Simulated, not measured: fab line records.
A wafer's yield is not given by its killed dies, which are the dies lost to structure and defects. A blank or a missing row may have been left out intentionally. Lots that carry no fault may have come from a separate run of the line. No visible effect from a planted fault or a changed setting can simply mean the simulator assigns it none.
fab line records	flow sky130
record: lots: 13	wafers: 39	last_day: 50
route steps=708 shown VT_ADJUST_HVTR@139 SONOS_ONO@182 PAD_OPEN@708
lots untouched by any fault: they come from a run of this same line in which no faults occurred
start_h: hours from the record's first day to the start of the lot's first wafer shown	wait_h: hours since the lot's step before	" repeats the value in the row above	L1.1+2: a single row standing in for several wafers	- no value present, or no start provided	* or withheld: withheld	< > ~ a bound
route shown NAME@n: names a module that has steps shown in the file, with the first one's number in the route	usual: the fault-free wafers' mean and standard deviation	same: alike in all rows	chamber/n: place in a boat	sites: readings site by site	_std_site: standard deviation across them	_edge_site: the outer-site mean with the inner-site mean subtracted	radius_mm: for every site, how far away it sits from the centre of the wafer	mask NAME#n: copy n	behind: the tool/chamber that last shaped the wafer	hold: why the lot was held/for how many hours/how that ended	device: transistor that didn't switch, given as n, p or np	end of line: the tests these same wafers got at the end of their route	a step without rows: its recipe alone	killed: the dies lost at the first sort to structure and to defects; this is not the yield of the wafer	map: dies across one wafer; x = killed, . = not, _ = none there
set.NAME: the run value of the setting; set.NAME@STEP: its run value at that earlier step	model.NAME: the simulator's own value behind a step, which no gauge read
the route's steps for a sample of lots (tables are steps, rows are wafers)
services: the hour from which a tool's chamber was out of use, counted from the record's first day as start_h (under 0 if before that day), plus the number of hours and why
== steps ==
step: SKY_VT_ADJUST_HVTR_OVL_MEAS_08
usual: VT_ADJUST_HVTR_OVL: -0.2/1.3
lot.wafer	tool	chamber	start_h	wait_h	VT_ADJUST_HVTR_OVL[nm]
L990.1	overlay-02	-	197.29	0.1	1.1
L990.2	"	-	"	"	0.4
L990.6	"	-	"	"	-0.2
L991.2	overlay-01	-	207.90	0.1	0.5
L991.3	"	-	"	"	1.2
L991.6	"	-	"	"	-0.3
L992.1	overlay-02	-	218.70	0.1	0.0
L992.2	"	-	"	"	-0.3
L992.5	"	-	"	"	-1.0
L994.1	overlay-01	-	232.39	0.1	-4.0
L994.3	"	-	"	"	-3.0
L994.4	"	-	"	"	-3.1
L995.3	overlay-01	-	241.01	0.1	-0.2
L995.4	"	-	"	"	1.0
L995.6	"	-	"	"	-1.8
L996.3	overlay-02	-	243.46	0.1	1.3
L996.4	"	-	"	"	-0.1
L996.6	"	-	"	"	0.7
L997.3	overlay-02	-	249.90	0.1	-0.4
L997.5	"	-	"	"	-1.0
L997.6	"	-	"	"	-0.4
L101.1	overlay-02	-	289.34	0.1	-0.2
L101.3	"	-	"	"	-1.5
L101.4	"	-	"	"	-0.5
L104.1	overlay-02	-	307.29	0.1	1.7
L104.3	"	-	"	"	0.4
L104.4	"	-	"	"	0.7
L106.2	overlay-02	-	317.16	0.1	0.6
L106.4	"	-	"	"	1.8
L106.5	"	-	"	"	1.8
L108.4	overlay-01	-	331.01	0.1	-1.4
L108.5	"	-	"	"	-1.3
L108.6	"	-	"	"	-1.4
L110.2	overlay-01	-	345.66	0.1	-2.4
L110.3	"	-	"	"	-1.8
L110.5	"	-	"	"	-1.5
L113.2	overlay-02	-	374.05	0.1	0.7
L113.4	"	-	"	"	0.6
L113.5	"	-	"	"	-0.8
step: SKY_VT_ADJUST_HVTR_STRIP_10
recipe: chemistry: O2/N2	power_w: 1400	pressure_mtorr: 1500	platen_temp_c: withheld	o2_flow_sccm: 3000	n2_flow_sccm: 300	overash_fraction: 0.5
usual: drypump_motor_current_A: 5.6/0.4	oes_product_au: 0.716/0.0043	strip_time_to_endpoint_s: 14.19/0.042
lot.wafer	tool	chamber	start_h	wait_h	drypump_motor_current_A	oes_product_au	rf_hours_counter_h	strip_time_to_endpoint_s
L990.1	plasma_asher-02	1	197.48	0.1	5.8	0.715	9	14.23
L990.2	"	0	"	"	5.7	0.714	9	14.23
L990.6	"	1	"	"	5.8	0.719	-	14.24
L991.2	plasma_asher-01	1	208.08	0.1	5.9	0.713	48	14.19
L991.3	"	0	"	"	5.8	0.714	-	14.18
L991.6	"	1	"	"	5.9	0.714	-	14.18
L992.1	plasma_asher-03	1	218.89	0.1	5.8	0.708	43	14.22
L992.2	"	0	"	"	4.9	0.720	43	14.24
L992.5	"	0	"	"	4.9	0.724	-	14.28
L994.1	plasma_asher-02	1	232.58	0.1	5.8	0.717	13	14.16
L994.3	"	0	"	"	5.7	0.717	-	14.15
L994.4	"	1	"	"	5.8	0.716	-	14.16
L995.3	plasma_asher-01	0	241.22	0.1	5.8	0.722	-	14.15
L995.4	"	1	"	"	5.9	0.722	-	14.16
L995.6	"	0	"	"	5.9	0.715	-	14.18
L996.3	plasma_asher-03	0	243.67	0.1	4.9	0.708	-	14.16
L996.4	"	1	"	"	5.8	0.719	-	14.16
L996.6	"	0	"	"	4.9	0.722	-	14.16
L997.3	plasma_asher-01	0	250.11	0.1	5.8	0.718	-	14.24
L997.5	"	1	"	"	6.0	0.721	-	14.25
L997.6	"	0	"	"	5.8	0.716	-	14.21
L101.1	plasma_asher-01	0	289.53	0.1	5.9	0.708	56	14.18
L101.3	"	0	"	"	5.9	0.712	-	14.20
L101.4	"	1	"	"	6.0	0.707	-	14.20
L104.1	plasma_asher-03	0	307.48	0.1	4.9	0.713	51	14.16
L104.3	"	0	"	"	4.9	0.717	-	14.17
L104.4	"	1	"	"	5.8	0.719	-	14.12
L106.2	plasma_asher-03	1	317.34	0.1	5.8	0.708	52	14.20
L106.4	"	0	"	"	4.9	0.710	-	14.22
L106.5	"	0	"	"	4.9	0.711	-	14.19
L108.4	plasma_asher-02	1	331.21	0.1	5.8	0.714	-	14.19
L108.5	"	1	"	"	5.8	0.713	-	14.24
L108.6	"	0	"	"	5.7	0.714	-	14.16
L110.2	plasma_asher-03	0	345.84	0.1	4.9	0.723	55	14.29
L110.3	"	0	"	"	4.9	0.712	-	14.26
L110.5	"	1	"	"	5.8	0.713	-	14.23
L113.2	plasma_asher-03	1	374.23	0.1	5.8	0.708	58	14.19
L113.4	"	1	"	"	5.8	0.722	-	14.16
L113.5	"	1	"	"	5.8	0.712	-	14.12
step: SKY_SONOS_ONO_OVL_MEAS_14
usual: SONOS_ONO_OVL: 0.2/1.4
lot.wafer	tool	chamber	start_h	wait_h	SONOS_ONO_OVL[nm]
L990.1	overlay-02	-	270.55	0.1	-0.4
L990.2	"	-	"	"	-0.8
L990.6	"	-	"	"	2.0
L991.2	overlay-02	-	285.10	0.1	1.0
L991.3	"	-	"	"	3.6
L991.6	"	-	"	"	-1.1
L992.1	overlay-01	-	298.15	0.1	-1.9
L992.2	"	-	"	"	-1.4
L992.5	"	-	"	"	-0.2
L994.1	overlay-02	-	311.65	0.1	-0.4
L994.3	"	-	"	"	0.1
L994.4	"	-	"	"	-1.6
L996.3	overlay-02	-	322.61	0.1	2.5
L996.4	"	-	"	"	2.3
L996.6	"	-	"	"	2.4
L995.3	overlay-01	-	323.16	0.1	-0.6
L995.4	"	-	"	"	-0.9
L995.6	"	-	"	"	-1.1
L997.3	overlay-02	-	332.91	0.1	-1.2
L997.5	"	-	"	"	0.3
L997.6	"	-	"	"	-0.1
L101.1	overlay-01	-	376.00	0.1	0.2
L101.3	"	-	"	"	-2.0
L101.4	"	-	"	"	-1.6
L104.1	overlay-02	-	395.70	0.1	1.9
L104.3	"	-	"	"	0.8
L104.4	"	-	"	"	2.1
L106.2	overlay-01	-	406.25	0.1	-0.5
L106.4	"	-	"	"	-1.6
L106.5	"	-	"	"	1.3
L108.4	overlay-01	-	422.71	0.1	-1.1
L108.5	"	-	"	"	0.6
L108.6	"	-	"	"	-2.1
L110.2	overlay-01	-	443.90	0.1	0.4
L110.3	"	-	"	"	-2.7
L110.5	"	-	"	"	0.5
L113.2	overlay-01	-	470.00	0.1	-1.9
L113.4	"	-	"	"	-2.0
L113.5	"	-	"	"	-0.2
step: SKY_SONOS_ONO_ETCH_15
recipe: target_depth_nm: 19.52	chemistry: CHF3/O2	source_w: 600	bias_w: 200	pressure_mtorr: 40	chf3_flow_sccm: 50	O2_flow_sccm: 5	time_s: 7.8
usual: drypump_motor_current_A: 5.6/0.32	oes_product_au: 1.002/0.0075	throttle_valve_pct: 8.824/0.009
lot.wafer	tool	chamber	start_h	wait_h	drypump_motor_current_A	oes_product_au	rf_hours_counter_h	throttle_valve_pct
L990.1	rie_diel-04	0	270.58	0.0	5.1	0.991	53	8.824
L990.2	"	3	"	"	5.3	0.993	40	8.832
L990.6	"	1	"	"	5.8	0.993	-	8.821
L991.2	rie_diel-02	1	285.13	0.0	5.7	0.997	47	8.824
L991.3	"	3	"	"	5.3	1.000	1	8.812
L991.6	"	3	"	"	5.3	0.998	-	8.831
L992.1	rie_diel-03	2	298.18	0.0	6.3	1.011	116	8.823
L992.2	"	3	"	"	5.5	1.003	7	8.845
L992.5	"	0	"	"	5.8	1.009	-	8.836
L994.1	rie_diel-02	2	311.69	0.0	6.0	1.015	108	8.822
L994.3	"	0	"	"	5.6	1.014	7	8.824
L994.4	"	3	"	"	5.3	1.007	1	8.829
L996.3	rie_diel-02	1	322.64	0.0	5.7	1.009	48	8.811
L996.4	"	0	"	"	5.6	1.012	7	8.816
L996.6	"	2	"	"	6.0	1.007	-	8.821
L995.3	rie_diel-04	0	323.18	0.0	5.1	1.006	54	8.844
L995.4	"	1	"	"	5.8	1.004	11	8.822
L995.6	"	3	"	"	5.3	0.996	-	8.824
L997.3	rie_diel-04	3	332.93	0.0	5.3	1.009	41	8.827
L997.5	"	1	"	"	5.8	1.016	-	8.832
L997.6	"	0	"	"	5.1	1.000	-	8.822
L101.1	rie_diel-03	3	376.03	0.0	5.5	1.005	9	8.827
L101.3	"	0	"	"	5.8	1.010	11	8.826
L101.4	"	3	"	"	5.5	1.006	-	8.833
L104.1	rie_diel-02	0	395.73	0.0	5.6	0.907	7	8.809
L104.3	"	2	"	"	6.0	0.906	110	8.815
L104.4	"	1	"	"	5.7	0.898	-	8.792
L106.2	rie_diel-02	0	406.28	0.0	5.6	0.915	7	8.796
L106.4	"	3	"	"	5.3	0.902	-	8.791
L106.5	"	0	"	"	5.6	0.900	-	8.803
L108.4	rie_diel-04	1	422.73	0.0	5.7	0.995	13	8.833
L108.5	"	2	"	"	5.2	0.995	-	8.823
L108.6	"	1	"	"	5.7	1.008	-	8.828
L110.2	rie_diel-04	1	443.93	0.0	5.8	1.007	13	8.823
L110.3	"	2	"	"	5.2	1.004	5	8.842
L110.5	"	3	"	"	5.3	0.995	-	8.825
L113.2	rie_diel-02	1	470.03	0.0	5.7	1.001	51	8.822
L113.4	"	0	"	"	5.6	1.014	8	8.835
L113.5	"	2	"	"	6.0	0.997	-	8.839
step: SKY_PAD_OPEN_PROBE_99
usual: killed_at_M0_to_M3: 44/7.7	killed_at_M4_up: 3.2/1.7	killed_at_contacts: 24/5.3	killed_at_front_end: 15/4.3	killed_at_other: 0.3/0.57	killed_dies: 87/11	killed_open: 47/7.4	killed_short: 40/6.5
same: gross_dies: 492	killed_at_back_side: 0
lot.wafer	tool	chamber	start_h	wait_h	killed_at_M0_to_M3	killed_at_M4_up	killed_at_contacts	killed_at_front_end	killed_at_other	killed_dies	killed_open	killed_short
L990.1	prober-02	-	1068.65	0.1	51	2	27	5	1	86	48	38
L990.2	prober-02	-	1068.70	0.1	41	4	33	11	0	89	52	37
L990.6	prober-02	-	1068.90	0.2	51	5	22	11	0	89	48	41
L991.2	prober-01	-	1079.24	0.1	51	7	16	16	2	92	49	40
L991.3	prober-01	-	1079.29	0.2	61	2	25	11	0	99	50	48
L991.6	prober-01	-	1079.44	0.2	51	2	16	15	2	86	37	45
L992.1	prober-02	-	1090.73	0.1	43	2	25	14	0	84	43	41
L992.2	prober-02	-	1090.78	0.1	45	4	24	12	0	85	48	36
L992.5	prober-02	-	1090.93	0.2	42	3	23	13	1	82	42	39
L994.1	prober-02	-	1102.60	0.1	51	7	22	12	1	93	52	41
L994.3	prober-02	-	1102.70	0.2	47	5	25	20	1	98	60	38
L994.4	prober-02	-	1102.75	0.2	38	4	25	14	0	81	48	33
L996.3	prober-01	-	1107.59	0.2	45	0	36	18	0	99	51	48
L996.4	prober-01	-	1107.64	0.2	32	1	23	13	0	69	32	37
L996.6	prober-01	-	1107.74	0.2	57	3	17	7	0	84	46	38
L995.3	prober-02	-	1111.35	0.2	38	3	18	15	0	74	42	32
L995.4	prober-02	-	1111.40	0.2	39	5	28	13	0	85	40	45
L995.6	prober-02	-	1111.50	0.2	35	4	25	21	0	85	46	39
L997.3	prober-01	-	1117.47	0.2	48	2	34	20	0	104	52	52
L997.5	prober-01	-	1117.57	0.2	43	2	22	16	1	84	49	35
L997.6	prober-01	-	1117.62	0.2	47	4	25	19	0	95	54	41
L101.1	prober-01	-	1144.20	0.1	40	5	26	20	0	91	56	35
L101.3	prober-01	-	1144.30	0.2	32	5	23	16	0	76	41	35
L101.4	prober-01	-	1144.35	0.2	51	3	18	15	0	87	50	37
L104.1	prober-01	-	1155.76	0.1	54	2	22	13	1	92	45	46
L104.3	prober-01	-	1155.86	0.2	48	3	32	21	1	105	60	45
L104.4	prober-01	-	1155.91	0.2	49	1	25	27	1	103	58	45
L106.2	prober-01	-	1162.73	0.1	46	8	25	19	1	99	43	55
L106.4	prober-01	-	1162.83	0.2	53	9	22	7	0	91	52	39
L106.5	prober-01	-	1162.88	0.2	37	1	32	11	1	82	45	37
L108.4	prober-02	-	1172.25	0.2	50	2	19	15	0	86	40	46
L108.5	prober-02	-	1172.30	0.2	50	3	14	17	0	84	39	45
L108.6	prober-02	-	1172.35	0.2	32	3	25	16	0	76	36	40
L110.2	prober-02	-	1187.59	0.1	38	3	16	21	0	78	33	45
L110.3	prober-02	-	1187.64	0.2	49	0	16	21	0	86	40	46
L110.5	prober-02	-	1187.74	0.2	36	3	31	15	0	85	49	36
L113.2	prober-01	-	1194.19	0.1	38	4	24	12	0	78	41	37
L113.4	prober-01	-	1194.29	0.2	36	3	13	15	0	67	41	26
L113.5	prober-01	-	1194.34	0.2	41	3	18	22	0	84	49	35
killed by level:class
L990.1 VIA1:geometric_particle:open=12 CONTACT:geometric_particle:open=9 LI_CONTACT:geometric_particle:open=7 VIA1:geometric_particle:short=7 METAL2:geometric_particle:short=7 VIA2:geometric_particle:short=6 LOCAL_INTERCONNECT:geometric_particle:short=5 VIA2:geometric_particle:open=5
L990.2 CONTACT:geometric_particle:open=15 VIA1:geometric_particle:open=9 LI_CONTACT:geometric_particle:open=7 METAL1:geometric_particle:short=6 VIA2:geometric_particle:open=6 LOCAL_INTERCONNECT:geometric_particle:short=5 VIA1:geometric_particle:short=5 FIELD_ISO:geometric_particle:short=4
L990.6 VIA1:geometric_particle:open=12 CONTACT:geometric_particle:open=8 LI_CONTACT:geometric_particle:open=7 METAL1:geometric_particle:short=7 VIA1:geometric_particle:short=7 VIA2:geometric_particle:short=5 VIA2:geometric_particle:open=5 VIA3:geometric_particle:open=5
L991.2 VIA1:geometric_particle:open=11 VIA2:geometric_particle:open=8 METAL2:geometric_particle:short=8 FIELD_ISO:geometric_particle:open=6 CONTACT:geometric_particle:open=6 VIA2:geometric_particle:short=6 VIA3:geometric_particle:open=6 POLY_GATE:geometric_particle:open=5
L991.3 VIA1:geometric_particle:open=14 VIA3:geometric_particle:open=8 CONTACT:geometric_particle:open=7 VIA1:geometric_particle:short=7 LI_CONTACT:geometric_particle:open=6 METAL2:geometric_particle:short=6 METAL3:geometric_particle:short=6 FIELD_ISO:geometric_particle:open=5
L991.6 VIA1:geometric_particle:open=12 METAL1:geometric_particle:short=9 METAL3:geometric_particle:short=8 VIA2:geometric_particle:open=7 CONTACT:geometric_particle:open=6 FIELD_ISO:geometric_particle:short=5 LOCAL_INTERCONNECT:geometric_particle:short=4 CONTACT:geometric_particle:short=4
L992.1 METAL1:geometric_particle:short=10 CONTACT:geometric_particle:open=9 VIA1:geometric_particle:open=8 LI_CONTACT:geometric_particle:open=6 METAL2:geometric_particle:short=5 CONTACT:geometric_particle:short=5 VIA2:geometric_particle:open=4 VIA1:geometric_particle:short=4
L992.2 VIA1:geometric_particle:open=10 CONTACT:geometric_particle:open=9 VIA3:geometric_particle:open=8 METAL1:geometric_particle:short=6 LI_CONTACT:geometric_particle:open=5 LOCAL_INTERCONNECT:geometric_particle:short=5 VIA1:geometric_particle:short=5 VIA2:geometric_particle:open=5
L992.5 CONTACT:geometric_particle:open=11 LI_CONTACT:geometric_particle:open=8 VIA1:geometric_particle:open=7 METAL2:geometric_particle:short=6 VIA2:geometric_particle:open=6 FIELD_ISO:geometric_particle:short=5 VIA3:geometric_particle:short=5 METAL1:geometric_particle:short=4
L994.1 METAL2:geometric_particle:short=11 VIA1:geometric_particle:open=10 VIA2:geometric_particle:open=10 CONTACT:geometric_particle:open=9 POLY_GATE:geometric_particle:open=7 VIA3:geometric_particle:open=6 METAL4:geometric_particle:short=6 VIA2:geometric_particle:short=5
L994.3 VIA3:geometric_particle:open=11 VIA1:geometric_particle:open=9 VIA2:geometric_particle:open=8 FIELD_ISO:geometric_particle:open=7 CONTACT:geometric_particle:open=7 LI_CONTACT:geometric_particle:open=6 CONTACT:geometric_particle:short=5 METAL1:geometric_particle:short=4
L994.4 CONTACT:geometric_particle:open=9 VIA3:geometric_particle:open=7 VIA2:geometric_particle:open=7 LI_CONTACT:geometric_particle:open=7 CONTACT:geometric_particle:short=7 METAL2:geometric_particle:short=6 VIA1:geometric_particle:open=5 FIELD_ISO:geometric_particle:open=4
L996.3 CONTACT:geometric_particle:open=15 VIA1:geometric_particle:open=11 VIA1:geometric_particle:short=9 CONTACT:geometric_particle:short=8 LOCAL_INTERCONNECT:geometric_particle:short=7 VIA3:geometric_particle:open=6 FIELD_ISO:geometric_particle:short=5 LI_CONTACT:geometric_particle:open=5
L996.4 CONTACT:geometric_particle:open=8 VIA1:geometric_particle:short=7 CONTACT:geometric_particle:short=7 VIA1:geometric_particle:open=7 FIELD_ISO:geometric_particle:open=6 METAL2:geometric_particle:short=6 POLY_GATE:geometric_particle:open=3 SPACER:geometric_particle:short=3
L996.6 VIA1:geometric_particle:open=18 VIA1:geometric_particle:short=9 VIA3:geometric_particle:open=6 CONTACT:geometric_particle:short=5 CONTACT:geometric_particle:open=5 METAL2:geometric_particle:short=5 VIA2:geometric_particle:open=5 METAL2:geometric_particle:open=4
L995.3 VIA1:geometric_particle:open=9 VIA3:geometric_particle:open=8 LI_CONTACT:geometric_particle:open=7 VIA2:geometric_particle:open=7 CONTACT:geometric_particle:open=6 METAL1:geometric_particle:short=4 FIELD_ISO:geometric_particle:short=3 POLY_GATE:geometric_particle:short=3
L995.4 METAL1:geometric_particle:short=11 CONTACT:geometric_particle:open=10 LOCAL_INTERCONNECT:geometric_particle:short=7 VIA2:geometric_particle:open=7 LI_CONTACT:geometric_particle:open=6 POLY_GATE:geometric_particle:open=5 VIA2:geometric_particle:short=5 VIA1:geometric_particle:open=5
L995.6 CONTACT:geometric_particle:open=10 LI_CONTACT:geometric_particle:open=9 VIA3:geometric_particle:open=7 POLY_GATE:geometric_particle:short=6 POLY_GATE:geometric_particle:open=6 METAL1:geometric_particle:short=6 VIA2:geometric_particle:open=4 VIA1:geometric_particle:short=4
L997.3 LI_CONTACT:geometric_particle:open=11 VIA2:geometric_particle:open=10 FIELD_ISO:geometric_particle:open=9 METAL1:geometric_particle:short=9 CONTACT:geometric_particle:short=8 VIA1:geometric_particle:open=7 FIELD_ISO:geometric_particle:short=5 LI_CONTACT:geometric_particle:short=5
L997.5 VIA1:geometric_particle:open=11 CONTACT:geometric_particle:short=9 VIA2:geometric_particle:open=9 LI_CONTACT:geometric_particle:open=5 METAL1:geometric_particle:short=5 VIA3:geometric_particle:open=5 FIELD_ISO:geometric_particle:open=4 POLY_GATE:geometric_particle:short=4
L997.6 CONTACT:geometric_particle:open=12 VIA1:geometric_particle:open=11 FIELD_ISO:geometric_particle:open=7 LI_CONTACT:geometric_particle:open=7 VIA1:geometric_particle:short=6 METAL2:geometric_particle:short=6 VIA2:geometric_particle:open=5 CONTACT:geometric_particle:short=4
L101.1 CONTACT:geometric_particle:open=12 FIELD_ISO:geometric_particle:open=9 VIA1:geometric_particle:open=9 VIA2:geometric_particle:open=7 METAL4:geometric_particle:short=5 LI_CONTACT:geometric_particle:short=4 LI_CONTACT:geometric_particle:open=4 LOCAL_INTERCONNECT:geometric_particle:short=4
L101.3 CONTACT:geometric_particle:open=11 FIELD_ISO:geometric_particle:short=6 VIA1:geometric_particle:open=6 METAL1:geometric_particle:short=5 VIA3:geometric_particle:open=5 LI_CONTACT:geometric_particle:open=4 CONTACT:geometric_particle:short=4 VIA2:geometric_particle:open=4
L101.4 VIA1:geometric_particle:open=15 VIA2:geometric_particle:open=8 VIA3:geometric_particle:open=7 FIELD_ISO:geometric_particle:short=6 METAL1:geometric_particle:short=5 FIELD_ISO:geometric_particle:open=4 LI_CONTACT:geometric_particle:open=4 CONTACT:geometric_particle:open=4
L104.1 VIA1:geometric_particle:open=10 CONTACT:geometric_particle:open=7 METAL1:geometric_particle:short=7 VIA2:geometric_particle:short=7 VIA2:geometric_particle:open=7 VIA3:geometric_particle:open=7 LI_CONTACT:geometric_particle:open=6 VIA3:geometric_particle:short=6
L104.3 VIA1:geometric_particle:open=14 CONTACT:geometric_particle:open=11 LI_CONTACT:geometric_particle:open=8 METAL2:geometric_particle:short=7 VIA3:geometric_particle:open=7 POLY_GATE:geometric_particle:open=6 CONTACT:geometric_particle:short=6 FIELD_ISO:geometric_particle:open=4
L104.4 CONTACT:geometric_particle:open=11 VIA1:geometric_particle:open=11 VIA2:geometric_particle:open=11 FIELD_ISO:geometric_particle:open=7 METAL1:geometric_particle:short=7 FIELD_ISO:geometric_particle:short=5 POLY_GATE:geometric_particle:short=5 LI_CONTACT:geometric_particle:open=5
L106.2 CONTACT:geometric_particle:open=8 CONTACT:geometric_particle:short=7 VIA2:geometric_particle:open=7 METAL4:geometric_particle:short=7 METAL1:geometric_particle:short=6 VIA1:geometric_particle:open=6 FIELD_ISO:geometric_particle:open=5 LI_CONTACT:geometric_particle:open=5
L106.4 VIA3:geometric_particle:open=12 METAL1:geometric_particle:short=9 VIA1:geometric_particle:open=9 LI_CONTACT:geometric_particle:open=7 METAL4:geometric_particle:short=6 CONTACT:geometric_particle:open=5 CONTACT:geometric_particle:short=5 VIA1:geometric_particle:short=4
L106.5 CONTACT:geometric_particle:open=13 VIA1:geometric_particle:open=8 LI_CONTACT:geometric_particle:short=7 VIA2:geometric_particle:open=7 LOCAL_INTERCONNECT:geometric_particle:short=6 VIA2:geometric_particle:short=5 VIA3:geometric_particle:open=4 POLY_GATE:geometric_particle:short=3
L108.4 VIA1:geometric_particle:open=10 VIA3:geometric_particle:open=8 VIA3:geometric_particle:short=7 METAL1:geometric_particle:short=6 CONTACT:geometric_particle:open=6 VIA1:geometric_particle:short=5 FIELD_ISO:geometric_particle:short=4 FIELD_ISO:geometric_particle:open=4
L108.5 VIA1:geometric_particle:open=13 VIA2:geometric_particle:open=7 VIA3:geometric_particle:short=7 POLY_GATE:geometric_particle:short=6 VIA3:geometric_particle:open=6 METAL1:geometric_particle:short=6 FIELD_ISO:geometric_particle:short=4 POLY_GATE:geometric_particle:open=4
L108.6 LI_CONTACT:geometric_particle:open=10 FIELD_ISO:geometric_particle:short=6 LOCAL_INTERCONNECT:geometric_particle:short=6 METAL1:geometric_particle:short=6 VIA1:geometric_particle:open=6 VIA2:geometric_particle:open=5 FIELD_ISO:geometric_particle:open=4 POLY_GATE:geometric_particle:open=4
L110.2 METAL1:geometric_particle:short=9 FIELD_ISO:geometric_particle:short=8 VIA1:geometric_particle:open=7 VIA3:geometric_particle:open=7 FIELD_ISO:geometric_particle:open=5 POLY_GATE:geometric_particle:short=5 LOCAL_INTERCONNECT:geometric_particle:short=5 METAL2:geometric_particle:short=5
L110.3 VIA1:geometric_particle:open=15 METAL2:geometric_particle:short=10 FIELD_ISO:geometric_particle:short=8 CONTACT:geometric_particle:open=7 VIA2:geometric_particle:short=6 POLY_GATE:geometric_particle:short=4 VIA2:geometric_particle:open=4 VIA3:geometric_particle:short=4
L110.5 VIA1:geometric_particle:open=9 VIA3:geometric_particle:open=8 FIELD_ISO:geometric_particle:open=7 LOCAL_INTERCONNECT:geometric_particle:short=7 CONTACT:geometric_particle:open=7 LI_CONTACT:geometric_particle:open=6 LI_CONTACT:geometric_particle:short=5 CONTACT:geometric_particle:short=4
L113.2 METAL2:geometric_particle:short=9 CONTACT:geometric_particle:open=9 LI_CONTACT:geometric_particle:open=7 VIA2:geometric_particle:open=6 METAL1:geometric_particle:short=4 VIA3:geometric_particle:open=4 FIELD_ISO:geometric_particle:short=3 SPACER:geometric_particle:open=3
L113.4 VIA3:geometric_particle:open=9 CONTACT:geometric_particle:open=6 VIA1:geometric_particle:open=6 VIA2:geometric_particle:open=6 FIELD_ISO:geometric_particle:short=4 VIA1:geometric_particle:short=4 FIELD_ISO:geometric_particle:open=3 SPACER:geometric_particle:open=3
L113.5 VIA2:geometric_particle:open=9 FIELD_ISO:geometric_particle:open=6 CONTACT:geometric_particle:open=6 FIELD_ISO:geometric_particle:short=5 POLY_GATE:geometric_particle:short=5 VIA3:geometric_particle:open=5 LI_CONTACT:geometric_particle:open=5 VIA1:geometric_particle:open=5
== services ==
tool	chamber	start_h	hours	kind
plasma_asher-02	-	180.26	0.4	repair
plasma_asher-03	-	182.25	0.7	repair
rie_diel-02	2	201.92	5.4	repair
rie_diel-02	3	213.70	-	clean
rie_diel-02	3	213.70	24.1	scheduled_down
rie_diel-02	3	213.70	24.1	vent_cycle
rie_diel-03	3	216.17	7.7	repair
plasma_asher-03	-	266.13	1.1	repair
plasma_asher-02	-	267.92	4.6	repair
plasma_asher-01	-	277.44	0.5	repair
rie_diel-03	0	285.64	2.6	repair
rie_diel-02	3	287.49	5.1	repair
plasma_asher-03	-	288.44	2.5	repair
rie_diel-04	3	304.56	1.3	repair
plasma_asher-02	-	324.98	1.7	repair
rie_diel-02	0	325.96	64.0	repair
plasma_asher-01	-	334.95	8.4	repair
rie_diel-02	2	377.32	1.4	repair
rie_diel-02	3	393.61	3.7	repair
rie_diel-03	2	413.12	3.2	repair
plasma_asher-03	-	418.12	2.8	pm
plasma_asher-01	-	445.00	2.0	repair
rie_diel-03	1	450.61	20.8	repair
rie_diel-03	0	452.46	7.1	repair
== key ==
first_sign: step: SKY_SONOS_ONO_ETCH_15	reading: oes_product_au	direction: down	sigmas: 13	usual: 1.002	struck: 0.905
effect: step: SKY_SONOS_ONO_ETCH_15	reading: throttle_valve_pct	direction: down	sigmas: 2.6	usual: 8.824	struck: 8.801
met_at SKY_SONOS_ONO_ETCH_15
struck_lots L104,L106
tester_left_out L104,L106
not_acting_at SKY_VT_ADJUST_HVTR_OVL_MEAS_08,SKY_VT_ADJUST_HVTR_STRIP_10,SKY_SONOS_ONO_OVL_MEAS_14
onset_between 322.64 395.73
fault: kind: process_parameter_drift	tool: rie_diel-02	chamber: -	onset_h: 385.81	steps: SKY_SONOS_ONO_ETCH_15	channel: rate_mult	offset: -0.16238	shape: step	end_h: 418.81
tester_left_out: of these lots the tester's yield and bins aren't shown, on N5 and GAA mostly nor the transistor test; their killed dies are dies lost to structure and defects alone, not to doping, threshold or leakage, so they don't give the yield
